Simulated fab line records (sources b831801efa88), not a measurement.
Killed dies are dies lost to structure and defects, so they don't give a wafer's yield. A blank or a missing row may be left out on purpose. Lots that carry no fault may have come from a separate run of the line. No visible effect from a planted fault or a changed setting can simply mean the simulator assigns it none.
Which tool is to blame? -- flow sky130 -- at 1 step of a route of 708, 12 lots with 36 wafers sampled

== WHAT THE GAUGES READ, wafer by wafer ==
SKY_POLY_CUT_OVL_MEAS_09.
lot,measured,on,POLY_CUT_OVL (nm)
L074,day 25 13:37,overlay-02,-7 0 2
L077,day 26 04:08,overlay-01,8 5 3
L079,day 27 00:19,overlay-02,0 8 -1
L081,day 27 16:19,overlay-01,0 1 -5
L083,day 27 22:44,overlay-02,-8 -13 -6
L085,day 28 17:40,overlay-01,-3 4 -4
L087,day 29 14:59,overlay-01,2 5 5
L089,day 30 01:34,overlay-01,10 9 2
L091,day 30 18:12,overlay-01,3 9 8
L093,day 31 08:13,overlay-02,2 3 4
L095,day 32 06:39,overlay-01,4 9 10
L097,day 32 14:14,overlay-02,6 8 2

== WHICH TOOL RAN EACH LOT (tool, then ch and the chambers of the sampled wafers, then the start) ==
There is no process step in the record ahead of these readings.

== THE ANSWER, worked out from the rows above alone ==
Rule: what is usual is taken from the lots themselves. Put in order of their means at a reading, lots are off if they are a third of the lots or fewer, leave a main group of 4 or more, and stand apart from it by a gap of 3 or more times the standard deviation of the main group's means; of several such gaps the widest counts. A main group whose means are all the same, to the digits that the tables above print for the reading, isn't used. A lot without any number at a reading at which 4 lots or more have one is off too. Any other lot the step has rows for is counted as sound.
No lot is off on any of the readings shown, so nothing can be concluded from this.

== WHAT WAS PUT IN BY THE SIMULATOR ==
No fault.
